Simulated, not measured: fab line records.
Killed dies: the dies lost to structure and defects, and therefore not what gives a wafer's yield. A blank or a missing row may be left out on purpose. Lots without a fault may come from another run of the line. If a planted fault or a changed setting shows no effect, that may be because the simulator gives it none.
fab line records	flow sky130
record lots=4	wafers=12	lastDay=50
route steps=708 shown GATE_OXIDE@192 POLY_GATE@204 RES_PROTECT@206 PAD_OPEN@708
lots with no fault: from the same line, run without faults
startH: hours from the record's opening day to when the first of the lot's shown wafers began	waitH: hours from the lot's prior step to this one	" identical to the entry in the row above	L1.1+2: several wafers, shown together as one row	- either no value or no given start	* or withheld: withheld	< > ~ a bound
route shown NAME@n: NAME is a module with steps in the file, n the number in the route of the first one	usual: mean/standard deviation of fault-free wafers	same: alike in all rows	chamber/n: place in a boat	sites: readings site by site	_std_site: how widely they spread, as a standard deviation	_edge_site: the outer-site mean with the inner-site mean subtracted	radiusMm: how far each site lies from the wafer's centre	mask NAME#n: copy n	behind: the tool/chamber that last shaped the wafer	hold: why the lot went on hold/how many hours it stayed there/how the hold came to an end	device: the n, p or np transistor that did not switch	end of line: at the end of the route, the tests of the same wafers	for a step that has no rows: nothing shown but its recipe	killed: count of dies lost to structure and defects at first sort (not the wafer's yield)	map: a wafer's dies, x killed, . not, _ none there
set.NAME: the setting that was run; set.NAME@STEP: the one run at that earlier step	model.NAME: the simulator's own value behind a step, which no gauge read
lots seen at some steps along the route; tables by step, rows by wafer
services: when a tool's chamber went out of use (startH, in hours from the record's first day, below 0 if earlier), for how many hours, and the reason
## steps
# step SKY_GATE_OXIDE_COAT_05
# recipe resist=NOVOLAK	spinRpm=3000	resistThkNm=1140
# step SKY_GATE_OXIDE_SOFTBAKE_06
# recipe tempC=90	timeS=60	resist=NOVOLAK
# step SKY_GATE_OXIDE_EXPOSE_07
# recipe maskId=LVOM	na=0.6	sourceShape=conventional	sigmaOuter=0.6	polarization=unpolarized	targetCdNm=600	doseMj=170
# step SKY_GATE_OXIDE_PEB_08
# recipe tempC=withheld	timeS=*	resist=NOVOLAK
# step SKY_GATE_OXIDE_DEVELOP_09
# recipe resist=NOVOLAK	developer=TMAH	developTimeS=62.48	devTempC=23
# step SKY_GATE_OXIDE_IMPLANT_11
# recipe species=B	energyKev=10	doseCm2=2.6e+12	tiltDeg=withheld
# step SKY_GATE_OXIDE_WET_ETCH_12
# recipe chemistry=dHF	targetDepthNm=16.8	dry=n2Spin	target=SiO2	dilution=100:1	tempC=25	timeS=336
# step SKY_GATE_OXIDE_STRIP_13
# recipe chemistry=O2/N2	powerW=1400	pressureMtorr=1500	platenTempC=withheld	o2FlowSccm=3000	n2FlowSccm=300	overashFraction=0.5
# step SKY_GATE_OXIDE_CLEAN_15
# recipe chemistry=SC1/SC2	mix=1:4:20	tempC=70	timeS=150	dry=n2Spin
# step SKY_GATE_OXIDE_OXIDATION_16
# recipe tempC=800	ambient=O2	idleTempC=700	rampUpCPerMin=10	rampDownCPerMin=3	stabiliseS=600	purgeS=300	targetThkA=35.7	oxTimeS=1915
# step SKY_POLY_GATE_CVD_00
# recipe material=poly-Si	targetThkNm=180	tempC=620	timeS=720	pressureMtorr=200
# usual spikeTcBottomC=638/3.5	spikeTcCentreC=621.3/1.2	spikeTcLowerC=620.1/1.4	spikeTcUpperC=618.6/1.1	susceptorTempC=619.96/0.29	zonePowerUpperPct=9.80/0.13
lot.wafer	tool	chamber	startH	waitH	spikeTcBottomC	spikeTcCentreC	spikeTcLowerC	spikeTcUpperC	susceptorTempC	zonePowerUpperPct	model.poly-Si_of_POLY_GATE_CVD_00.thkNm
L640.2	lpcvd-01	0	409.11	0.0	624	611.9	613.5	609.3	611.15	9.34	144.6
L640.4	"	0	"	"	626	612.1	611.5	608.7	610.84	9.37	143.3
L640.6	"	0	"	"	627	612.1	609.5	608.7	611.03	9.40	142.8
L641.1	lpcvd-01	0	420.07	0.0	625	610.7	611.9	608.9	611.38	9.28	144.8
L641.2	"	0	"	"	626	611.5	611.7	610.4	611.06	9.59	143.8
L641.5	"	0	"	"	626	610.6	611.9	607.8	611.03	9.41	144.8
L650.1	lpcvd-01	1	482.77	0.0	642	621.0	619.9	618.9	619.88	9.71	181.5
L650.2	"	1	"	"	644	622.4	618.3	620.0	619.50	9.87	180.6
L650.4	"	1	"	"	642	620.7	619.4	619.1	619.93	9.96	181.2
L652.4	lpcvd-01	1	505.65	0.0	641	620.4	619.6	619.3	619.93	9.99	181.3
L652.5	"	1	"	"	642	622.8	619.4	617.9	619.45	10.01	180.9
L652.6	"	1	"	"	641	619.7	618.4	618.5	619.54	9.77	180.7
# step SKY_POLY_GATE_THK_MEAS_01
# recipe reads=poly-Si_of_POLY_GATE_CVD_00
# usual POLY_GATE_CVD_00_THK=179.1/1.6
lot.wafer	tool	chamber	startH	waitH	POLY_GATE_CVD_00_THK[nm]
L640.2	filmMetro-02	-	410.32	0.0	144.4
L640.4	"	-	"	"	143.3
L640.6	"	-	"	"	142.6
L641.1	filmMetro-01	-	421.27	0.0	144.8
L641.2	"	-	"	"	143.8
L641.5	"	-	"	"	144.7
L650.1	filmMetro-02	-	483.97	0.0	181.5
L650.2	"	-	"	"	180.5
L650.4	"	-	"	"	181.1
L652.4	filmMetro-03	-	506.88	0.0	181.3
L652.5	"	-	"	"	181.0
L652.6	"	-	"	"	180.7
# step SKY_RES_PROTECT_DEHYDRATE_00
# recipe tempC=200	timeS=60
# step SKY_RES_PROTECT_HMDS_01
# recipe primeTimeS=60	primeTempC=120
# step SKY_RES_PROTECT_COAT_02
# recipe resist=NOVOLAK	spinRpm=3036	resistThkNm=1140
# step SKY_RES_PROTECT_SOFTBAKE_03
# recipe tempC=90	timeS=60	resist=NOVOLAK
# step SKY_RES_PROTECT_EXPOSE_04
# recipe maskId=RPM	na=0.6	sourceShape=conventional	sigmaOuter=0.6	polarization=unpolarized	targetCdNm=1270	doseMj=131
# step SKY_RES_PROTECT_PEB_05
# recipe tempC=withheld	timeS=*	resist=NOVOLAK
# step SKY_RES_PROTECT_DEVELOP_06
# recipe resist=NOVOLAK	developer=TMAH	developTimeS=60	devTempC=23
# step SKY_POLY_GATE_IMPLANT_02
# recipe species=P	energyKev=30	doseCm2=7.7e+15	tiltDeg=0
# step SKY_RES_PROTECT_STRIP_07
# recipe chemistry=O2/N2	powerW=1400	pressureMtorr=1500	platenTempC=withheld	o2FlowSccm=3000	n2FlowSccm=300	overashFraction=0.5
# step SKY_RES_PROTECT_CLEAN_09
# recipe chemistry=SC1/SC2	mix=1:4:20	tempC=70	timeS=150	dry=n2Spin
lot.wafer	tool	chamber	startH	waitH	model.poly-Si_of_POLY_GATE_CVD_00.thkNm
L640.2	wetBench-01	1	441.30	0.0	143.9
L640.4	"	1	"	"	142.7
L640.6	"	1	"	"	142.2
L641.1	wetBench-04	0	452.10	0.1	144.1
L641.2	"	0	"	"	143.1
L641.5	"	0	"	"	144.2
L650.1	wetBench-02	1	514.35	0.1	180.9
L650.2	"	1	"	"	179.9
L650.4	"	1	"	"	180.5
L652.4	wetBench-02	3	537.50	0.0	180.7
L652.5	"	3	"	"	180.2
L652.6	"	3	"	"	180.1
# step SKY_POLY_GATE_CVD_03
# recipe material=Si3N4	precursor=DCS/NH3	targetThkNm=75	tempC=770	timeS=1290	pressureMtorr=250
# step SKY_POLY_GATE_DEHYDRATE_05
# recipe tempC=200	timeS=60
# step SKY_POLY_GATE_HMDS_06
# recipe primeTimeS=60	primeTempC=120
# step SKY_POLY_GATE_COAT_07
# recipe resist=BARC	tempC=withheld	timeS=withheld	spinRpm=3000	resistThkNm=110
# step SKY_POLY_GATE_COAT_08
# recipe resist=KrF-thick	spinRpm=3000	resistThkNm=450
# step SKY_POLY_GATE_SOFTBAKE_09
# recipe tempC=100	timeS=90	resist=KrF-thick
# step SKY_POLY_GATE_EXPOSE_10
# recipe maskId=P1M	na=0.68	sourceShape=conventional	sigmaOuter=0.6	targetCdNm=150	doseMj=28
# step SKY_POLY_GATE_PEB_11
# recipe pebTempC=withheld	pebTimeS=withheld	resist=KrF-thick
# step SKY_POLY_GATE_DEVELOP_12
# recipe developTimeS=60	resist=KrF-thick	devTempC=21
# step SKY_POLY_GATE_ETCH_15
# recipe chemistry=N2/H2	target=BARC	ionEnergyEv=200	sourceW=500	biasW=100	pressureMtorr=30	n2FlowSccm=100	h2FlowSccm=200	stopOn=SiO2	timeS=118.5	targetDepthA=1100
# step SKY_POLY_GATE_ETCH_16
# recipe stopOn=poly-Si	chemistry=CH3F/O2	target=Si3N4	sourceW=400	biasW=80	pressureMtorr=25	ch3fFlowSccm=40	O2_flow_sccm=30	timeS=147.5	targetDepthA=750
# step SKY_POLY_GATE_ETCH_17
# recipe targetDepthNm=180	stopOn=SiO2	overEtchFrac=0.5925	chemistry=HBr/Cl2	target=poly-Si	icpW=400	biasW=100	pressureMtorr=10	HBr_flow_sccm=150	Cl2_flow_sccm=50	timeS=70.5
# usual drypumpMotorCurrentA=5.6/0.36	mfcCl2Sccm=49.99/0.15	oesProductAu=0.976/0.0074	throttleValvePct=33.684/0.0077
lot.wafer	tool	chamber	startH	waitH	drypumpMotorCurrentA	mfcCl2Sccm	oesProductAu	rfHoursCounterH	throttleValvePct	model.etch.depthNm	model.POLY_GATE.featureDepthNm
L640.2	rieSi-01	1	473.61	0.0	5.2	50.11	0.837	20	33.689	143.9	144
L640.4	"	0	"	"	5.5	49.93	0.841	2	33.684	142.7	142.8
L640.6	"	1	"	"	5.2	49.96	0.833	-	33.680	142.2	142.2
L641.1	rieSi-02	3	484.38	0.0	5.9	49.95	0.836	0	33.684	144.1	144.2
L641.2	"	0	"	"	5.4	50.11	0.843	1	33.680	143.1	143.2
L641.5	"	2	"	"	6.3	49.79	0.847	-	33.683	144.2	144.2
L650.1	rieSi-01	1	545.91	0.0	5.2	50.10	0.984	21	33.683	180.9	180.9
L650.2	"	0	"	"	5.5	50.08	0.987	2	33.691	179.9	180
L650.4	"	3	"	"	5.2	49.82	0.991	5	33.689	180.5	180.6
L652.4	rieSi-01	3	568.94	0.0	5.2	49.95	0.983	5	33.685	180.7	180.7
L652.5	"	0	"	"	5.5	50.07	0.988	-	33.676	180.2	180.3
L652.6	"	3	"	"	5.1	50.12	0.977	-	33.680	180.1	180.2
# step SKY_POLY_GATE_STRIP_18
# recipe chemistry=O2/N2	powerW=1400	pressureMtorr=1500	platenTempC=withheld	o2FlowSccm=3000	n2FlowSccm=300	overashFraction=0.5
# step SKY_PAD_OPEN_PROBE_99
# usual killed_at_M0_to_M3=43/7.7	killed_at_M4_up=3.4/1.9	killedAtContacts=25/5.6	killedAtFrontEnd=14/4.3	killedAtOther=0.2/0.5	killedDies=86/10	killedOnRim=17/4.1	killedOpen=47/7.2	killedShort=39/6.7
# same grossDies=492	killedAtBackSide=0
lot.wafer	tool	chamber	startH	waitH	killed_at_M0_to_M3	killed_at_M4_up	killedAtContacts	killedAtFrontEnd	killedAtOther	killedDies	killedOnRim	killedOpen	killedShort	model.etest.resHighPo.lineOhmUm	model.etest.resPoly.lineOhmUm	model.etest.resHighPo.rsOhmSq	model.etest.resPoly.rsOhmSq	model.etest.capLiToPoly.cAfUm2
L640.2	prober-02	-	1143.19	0.1	52	3	16	10	1	82	10	54	28	891.1	616.9	317.2	59.54	87.16
L640.4	prober-02	-	1143.29	0.2	31	3	20	9	0	63	8	34	29	932.1	637.4	324.6	61.06	89.7
L640.6	prober-02	-	1143.39	0.2	48	1	27	5	0	81	14	54	27	909.1	635.2	321.7	60.23	89.73
L641.1	prober-01	-	1153.21	0.1	34	6	27	9	0	76	13	43	33	917.7	644.9	320.4	59.68	89.4
L641.2	prober-01	-	1153.26	0.1	54	7	12	11	0	84	14	47	37	930.5	653.5	320.7	59.88	89.8
L641.5	prober-01	-	1153.41	0.2	37	3	22	11	0	73	15	40	33	911	621.3	317.9	59.33	89.94
L650.1	prober-02	-	1189.35	0.1	50	5	28	12	0	95	20	47	48	753.7	500.1	265.9	48.44	98.86
L650.2	prober-02	-	1189.40	0.1	45	2	29	11	0	87	15	46	41	739.6	504.4	260.7	47.83	98.06
L650.4	prober-02	-	1189.50	0.2	48	5	26	8	1	88	15	46	42	759	522	262.2	48.23	98.88
L652.4	prober-02	-	1200.56	0.2	49	4	23	12	0	88	12	47	41	751.2	509.4	260.9	47.84	98.78
L652.5	prober-02	-	1200.61	0.2	47	6	17	19	0	89	17	46	43	769.3	531.4	268.5	49.27	97.12
L652.6	prober-02	-	1200.66	0.2	44	4	16	11	0	75	11	43	32	756.9	523.9	266	48.82	97.39
# killed by level:class
L640.2 VIA1:geometricParticle:open=15 VIA3:geometricParticle:open=13 VIA1:geometricParticle:short=7 CONTACT:geometricParticle:open=6 VIA2:geometricParticle:open=6 LI_CONTACT:geometricParticle:open=5 FIELD_ISO:geometricParticle:open=4 CONTACT:geometricParticle:short=3
L640.4 LI_CONTACT:geometricParticle:open=7 VIA1:geometricParticle:open=5 VIA3:geometricParticle:open=5 METAL1:geometricParticle:short=5 METAL2:geometricParticle:short=5 VIA2:geometricParticle:open=5 FIELD_ISO:geometricParticle:open=4 LI_CONTACT:geometricParticle:short=4
L640.6 VIA1:geometricParticle:open=18 CONTACT:geometricParticle:open=8 LI_CONTACT:geometricParticle:open=8 VIA2:geometricParticle:open=8 VIA3:geometricParticle:open=6 METAL2:geometricParticle:short=5 LOCAL_INTERCONNECT:geometricParticle:short=4 CONTACT:geometricParticle:short=3
L641.1 VIA1:geometricParticle:open=12 LI_CONTACT:geometricParticle:open=11 CONTACT:geometricParticle:open=6 LOCAL_INTERCONNECT:geometricParticle:short=5 VIA2:geometricParticle:open=5 METAL4:geometricParticle:short=5 CONTACT:geometricParticle:short=4 VIA1:geometricParticle:short=4
L641.2 VIA2:geometricParticle:open=12 VIA1:geometricParticle:open=9 METAL1:geometricParticle:short=8 VIA3:geometricParticle:open=8 METAL4:geometricParticle:short=5 CONTACT:geometricParticle:open=4 VIA2:geometricParticle:short=4 VIA3:geometricParticle:short=4
L641.5 VIA1:geometricParticle:open=9 CONTACT:geometricParticle:open=8 LI_CONTACT:geometricParticle:open=7 VIA1:geometricParticle:short=5 METAL2:geometricParticle:short=5 VIA2:geometricParticle:open=5 POLY_GATE:geometricParticle:short=4 METAL1:geometricParticle:short=4
L650.1 VIA1:geometricParticle:open=12 CONTACT:geometricParticle:open=12 CONTACT:geometricParticle:short=9 VIA1:geometricParticle:short=8 VIA2:geometricParticle:short=8 METAL2:geometricParticle:short=6 FIELD_ISO:geometricParticle:open=5 VIA2:geometricParticle:open=4
L650.2 VIA1:geometricParticle:open=11 CONTACT:geometricParticle:open=10 LI_CONTACT:geometricParticle:open=8 VIA2:geometricParticle:open=7 METAL2:geometricParticle:short=6 VIA2:geometricParticle:short=6 LOCAL_INTERCONNECT:geometricParticle:short=5 METAL1:geometricParticle:short=5
L650.4 VIA1:geometricParticle:open=10 CONTACT:geometricParticle:open=9 CONTACT:geometricParticle:short=8 VIA2:geometricParticle:open=8 VIA3:geometricParticle:open=7 VIA1:geometricParticle:short=5 VIA2:geometricParticle:short=4 FIELD_ISO:geometricParticle:open=3
L652.4 CONTACT:geometricParticle:open=10 VIA1:geometricParticle:open=9 METAL1:geometricParticle:short=8 METAL2:geometricParticle:short=7 VIA3:geometricParticle:open=7 VIA2:geometricParticle:open=6 CONTACT:geometricParticle:short=5 SPACER:geometricParticle:open=4
L652.5 METAL2:geometricParticle:short=12 VIA1:geometricParticle:open=9 METAL1:geometricParticle:short=8 VIA3:geometricParticle:open=7 CONTACT:geometricParticle:open=6 FIELD_ISO:geometricParticle:open=5 FIELD_ISO:geometricParticle:short=4 POLY_GATE:geometricParticle:open=4
L652.6 VIA2:geometricParticle:open=11 FIELD_ISO:geometricParticle:open=5 CONTACT:geometricParticle:open=5 VIA1:geometricParticle:open=5 METAL2:geometricParticle:short=5 METAL3:geometricParticle:short=5 LI_CONTACT:geometricParticle:open=4 VIA3:geometricParticle:open=4
## services
tool	chamber	startH	hours	kind
lpcvd-01	-	407.04	1.4	repair
rieSi-02	2	430.60	-	clean
rieSi-02	2	430.60	12.9	scheduledDown
rieSi-02	2	430.60	12.9	ventCycle
rieSi-02	0	510.25	4.4	repair
rieSi-02	1	522.54	6.7	repair
## key
firstSign step=SKY_POLY_GATE_CVD_00	reading=susceptorTempC	direction=down	sigmas=30	usual=*	struck=*
effect step=SKY_POLY_GATE_CVD_00	reading=spikeTcUpperC	direction=down	sigmas=9	usual=618.6	struck=609.0
effect step=SKY_POLY_GATE_THK_MEAS_01	reading=POLY_GATE_CVD_00_THK	direction=down	sigmas=22	usual=179.1	struck=144.0
effect step=SKY_POLY_GATE_ETCH_17	reading=oesProductAu	direction=down	sigmas=18	usual=0.976	struck=0.840
modelEffect step=SKY_POLY_GATE_CVD_00	value=poly-Si_of_POLY_GATE_CVD_00.thkNm	without=179.1	struck=144
modelEffect step=SKY_RES_PROTECT_CLEAN_09	value=poly-Si_of_POLY_GATE_CVD_00.thkNm	without=178.5	struck=143.4
modelEffect step=SKY_POLY_GATE_ETCH_17	value=etch.depthNm	without=178.5	struck=143.4
modelEffect step=SKY_PAD_OPEN_PROBE_99	value=etest.resHighPo.lineOhmUm	without=749.9	struck=915.2
metAt SKY_POLY_GATE_CVD_00
struckWafers L640.2,L640.4,L640.6,L641.1,L641.2,L641.5
testerLeftOut L640,L641
fault kind=processParameterDrift	tool=lpcvd-01	chamber=-	onsetH=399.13	steps=SKY_POLY_GATE_CVD_00	channel=tempC	offset=*	shape=step	endH=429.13	stated=*
# testerLeftOut: of these lots the tester's yield and bins aren't shown, on N5 and GAA mostly nor the transistor test; their killed dies are dies lost to structure and defects alone, not to doping, threshold or leakage, so they don't give the yield
